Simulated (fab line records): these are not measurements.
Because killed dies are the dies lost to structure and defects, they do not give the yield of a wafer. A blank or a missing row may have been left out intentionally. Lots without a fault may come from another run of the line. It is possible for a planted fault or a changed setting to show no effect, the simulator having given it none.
A lot that was struck, set against a sound lot | flow gf180mcu | 20 steps out of a route of 602
Sound: the wafers L564.2, L564.3, L564.5. Struck: wafers L579.2, L579.3, L579.6. Last of all comes the cause.
Per side, at each step with rows, come the tool, then ch with its chambers, and then its first start. Under that, the readings that differ: sound wafers | struck wafers | difference of the means | sigmas: that difference in standard deviations of wafers without a fault.
alike: same words and numbers on both sides, and readings whose means sit less than 2 such deviations apart. not compared: any withheld reading, any reading some wafer has no value for, any bound like >300 that may hide the same value, and any number with overlapping values for which the record gives no deviation.
The two part at a step that has a row with sigmas, a row that says differs or no value, or rows on one side only. Non-overlapping numbers with no deviation appear without sigmas and do not part them. A reading that every wafer of one side lacks parts them only if that side has two wafers or more.

first, 1 step without rows for these wafers: GF_V2_CVD_00 (deposits SiO2, target thk 600 nm, time 100 s).
GF_V2_THK_MEAS_01:
  sound: film metro-03 at day 19 00:31; struck: film metro-03 at day 25 01:01
  reading            | sound       | struck      | difference | sigmas
  V2_CVD_00_THK (nm) | 610 616 621 | 603 609 599 | -12        | -2
GF_V2_CVD_02: deposits SiO2 from TEOS, target thk 850 nm, time 94.851 s.
  sound on pecvd-02 ch 0,2, day 19 00:34; struck on pecvd-02 ch 0,1, day 25 01:04
  alike: heater power w
  not compared: since wet clean h
GF_V2_THK_MEAS_03:
  sound: film metro-04 at day 19 00:41; struck: film metro-02 at day 25 01:09
  alike: V2_CVD_02_THK
GF_V2_CMP_04: polishes SiO2.
  sound on cmp-01 ch 0,2,3, day 19 00:50; struck on cmp-01 ch 0,1,2, day 25 01:15
  alike: motor current A, platen rpm, slurry flow ml min, time to endpoint s
GF_V2_BOW_MEAS_05:
  sound: film metro-03 at day 19 01:03; struck: film metro-04 at day 25 01:32
  alike: V2_BOW
then, 6 steps without rows for these wafers: GF_V2_DEHYDRATE_06 (time 60 s); GF_V2_HMDS_07 (prime time 60 s); GF_V2_COAT_08; GF_V2_COAT_09 (resist thk 1000 nm); GF_V2_SOFTBAKE_10 (time 60 s); GF_V2_EXPOSE_11 (exposes mask Via2, target cd 260 nm).
GF_V2_PEB_12: peb time 90 s.
  sound on litho track-03 ch 0, day 20 00:48; struck on litho track-03 ch 0, day 25 22:23
  alike: resist line temp C
then, 1 step without rows for these wafers: GF_V2_DEVELOP_13 (develop time 60 s).
GF_V2_CD_MEAS_14 targets a cd of 260 nm.
  sound: cd sem-02 at day 20 01:08; struck: cd sem-02 at day 25 22:44
  alike: cd nm
GF_V2_OVL_MEAS_15:
  sound: overlay-02 at day 20 01:14; struck: overlay-02 at day 25 22:50
  alike: V2_OVL
GF_V2_ETCH_16: etches BARC in N2/H2.
  sound on rie diel-03 ch 1,2,3, day 20 01:16; struck on rie diel-02 ch 2,3, day 25 22:52
  alike: chamber pressure mTorr, drypump motor current A, n2 flow sccm, oes product au, throttle valve pct
  not compared: model.V2.cd nm
GF_V2_ETCH_17: etches SiO2 in C4F8/O2/Ar, stops on TiN, target depth 630 nm.
  sound: rie diel-03 ch 1,2,3; struck: rie diel-02 ch 2,3
  alike: chamber pressure mTorr, oes product au
  not compared: model.V2.cd nm
GF_V2_STRIP_18: strips in O2/N2.
  sound on plasma asher-04 ch 1, day 20 01:24; struck on plasma asher-02 ch 0, day 25 23:00
  alike: chamber pressure mTorr, drypump motor current A, heater power w, n2 flow sccm, oes product au, platen temp c
  not compared: rf hours counter h
-- the record jumps here: 7 days lie between the struck wafers' starts before and after (it left off in module V2 and takes up again in module PASSIVATION, whose first step shown is number 602 of the route) --
GF_PASSIVATION_PROBE_99:
  the record has rows for the struck wafers here (prober-02, day 33 09:47) and none for the sound ones

WHERE THEY PART
Earliest at GF_V2_THK_MEAS_01; latest, in this record, at GF_PASSIVATION_PROBE_99.

WHY: the cause the simulator had injected
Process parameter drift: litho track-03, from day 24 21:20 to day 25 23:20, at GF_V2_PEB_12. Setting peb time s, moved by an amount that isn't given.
